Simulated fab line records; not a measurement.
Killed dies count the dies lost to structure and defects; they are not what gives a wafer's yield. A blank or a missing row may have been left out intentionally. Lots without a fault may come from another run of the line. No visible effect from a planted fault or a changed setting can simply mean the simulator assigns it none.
The tool behind it: which one? || flow gf180mcu || 11 lots with 33 wafers sampled at 3 steps, on a route of 602 steps

## WHAT THE GAUGES SHOWED, per wafer
GF_M4_OVL_MEAS_15. Usual: M4_OVL gives 0 nm (standard deviation 5.2).
{"lot": "L810", "measured": "day 23 05:46", "on": "overlay-02", "M4_OVL (nm)": "-5 3 6", "flag": ""}
{"lot": "L813", "measured": "day 24 03:51", "on": "overlay-01", "M4_OVL (nm)": "6 2 7", "flag": ""}
{"lot": "L814", "measured": "day 24 21:15", "on": "overlay-01", "M4_OVL (nm)": "-4 -6 -6", "flag": ""}
{"lot": "L815", "measured": "day 25 02:34", "on": "overlay-01", "M4_OVL (nm)": "-4 -3 -1", "flag": ""}
{"lot": "L817", "measured": "day 26 05:18", "on": "overlay-01", "M4_OVL (nm)": "3 6 4", "flag": ""}
{"lot": "L818", "measured": "day 26 07:27", "on": "overlay-02", "M4_OVL (nm)": "-2 0 5", "flag": ""}
{"lot": "L819", "measured": "day 26 16:34", "on": "overlay-01", "M4_OVL (nm)": "3 1 0", "flag": ""}
{"lot": "L827", "measured": "day 28 19:30", "on": "overlay-01", "M4_OVL (nm)": "-4 -1 -4", "flag": ""}
{"lot": "L828", "measured": "day 29 00:10", "on": "overlay-01", "M4_OVL (nm)": "-9 -9 -4", "flag": ""}
{"lot": "L829", "measured": "day 29 11:53", "on": "overlay-01", "M4_OVL (nm)": "4 2 0", "flag": ""}
{"lot": "L830", "measured": "day 29 18:17", "on": "overlay-01", "M4_OVL (nm)": "3 0 1", "flag": ""}

GF_V4_THK_MEAS_01. Usual: V4_CVD_00_THK gives 600 nm (standard deviation 6.3).
{"lot": "L810", "measured": "day 23 06:41", "on": "film-metro-04", "V4_CVD_00_THK (nm)": "610 604 601", "flag": ""}
{"lot": "L813", "measured": "day 24 04:38", "on": "film-metro-04", "V4_CVD_00_THK (nm)": "602 586 604", "flag": ""}
{"lot": "L814", "measured": "day 24 22:01", "on": "film-metro-01", "V4_CVD_00_THK (nm)": "590 604 587", "flag": ""}
{"lot": "L815", "measured": "day 25 03:20", "on": "film-metro-04", "V4_CVD_00_THK (nm)": "596 602 603", "flag": ""}
{"lot": "L817", "measured": "day 26 06:05", "on": "film-metro-01", "V4_CVD_00_THK (nm)": "612 601 600", "flag": ""}
{"lot": "L818", "measured": "day 26 08:14", "on": "film-metro-02", "V4_CVD_00_THK (nm)": "604 595 606", "flag": ""}
{"lot": "L819", "measured": "day 26 17:20", "on": "film-metro-01", "V4_CVD_00_THK (nm)": "608 594 601", "flag": ""}
{"lot": "L827", "measured": "day 28 20:19", "on": "film-metro-01", "V4_CVD_00_THK (nm)": "601 602 597", "flag": ""}
{"lot": "L828", "measured": "day 29 00:58", "on": "film-metro-02", "V4_CVD_00_THK (nm)": "600 605 601", "flag": ""}
{"lot": "L829", "measured": "day 29 12:44", "on": "film-metro-04", "V4_CVD_00_THK (nm)": "596 595 592", "flag": ""}
{"lot": "L830", "measured": "day 29 19:04", "on": "film-metro-02", "V4_CVD_00_THK (nm)": "604 600 604", "flag": ""}

GF_V4_THK_MEAS_03. Usual: V4_CVD_02_THK gives 852 nm (standard deviation 11).
{"lot": "L810", "measured": "day 23 06:49", "on": "film-metro-01", "V4_CVD_02_THK (nm)": "859 855 854", "flag": ""}
{"lot": "L813", "measured": "day 24 04:45", "on": "film-metro-01", "V4_CVD_02_THK (nm)": "850 848 853", "flag": ""}
{"lot": "L814", "measured": "day 24 22:09", "on": "film-metro-04", "V4_CVD_02_THK (nm)": "834 863 869", "flag": ""}
{"lot": "L815", "measured": "day 25 03:29", "on": "film-metro-01", "V4_CVD_02_THK (nm)": "847 840 855", "flag": ""}
{"lot": "L817", "measured": "day 26 06:13", "on": "film-metro-02", "V4_CVD_02_THK (nm)": "841 851 849", "flag": ""}
{"lot": "L818", "measured": "day 26 08:22", "on": "film-metro-04", "V4_CVD_02_THK (nm)": "854 853 875", "flag": ""}
{"lot": "L819", "measured": "day 26 17:28", "on": "film-metro-01", "V4_CVD_02_THK (nm)": "850 858 854", "flag": ""}
{"lot": "L827", "measured": "day 28 20:26", "on": "film-metro-01", "V4_CVD_02_THK (nm)": "839 848 852", "flag": ""}
{"lot": "L828", "measured": "day 29 01:06", "on": "film-metro-04", "V4_CVD_02_THK (nm)": "833 858 860", "flag": ""}
{"lot": "L829", "measured": "day 29 12:53", "on": "film-metro-01", "V4_CVD_02_THK (nm)": "839 849 863", "flag": ""}
{"lot": "L830", "measured": "day 29 19:14", "on": "film-metro-04", "V4_CVD_02_THK (nm)": "844 862 873", "flag": ""}

## TOOL THAT RAN EACH LOT (tool first, then ch and the chambers of the sampled wafers, then the start)
No process step before these readings appears in the record.

## WHAT THE TOOLS THEMSELVES READ (means of the sampled wafers that have a number; where no wafer has one, the mark that the record gives instead)
The record holds no such reading with a usual standard deviation.

## THE ANSWER, worked out from the rows above alone
Rule: a lot is off if the mean of its wafers that have a number lies more than 3 standard deviations from the usual mean. Also off: a lot with no number at a reading for which 4 or more lots have one. All remaining lots with rows at the step are treated as sound. Order of review: gauges by route order, followed by the tools' own readings, for which a lot's mean as printed above is used. The first step at which some lot is off is used, and at that step the reading that is off furthest; a lot without a number counts as furthest.
Across all readings shown, no lot is off: no conclusion can be drawn from this.

## WHAT THE SIMULATOR PUT IN
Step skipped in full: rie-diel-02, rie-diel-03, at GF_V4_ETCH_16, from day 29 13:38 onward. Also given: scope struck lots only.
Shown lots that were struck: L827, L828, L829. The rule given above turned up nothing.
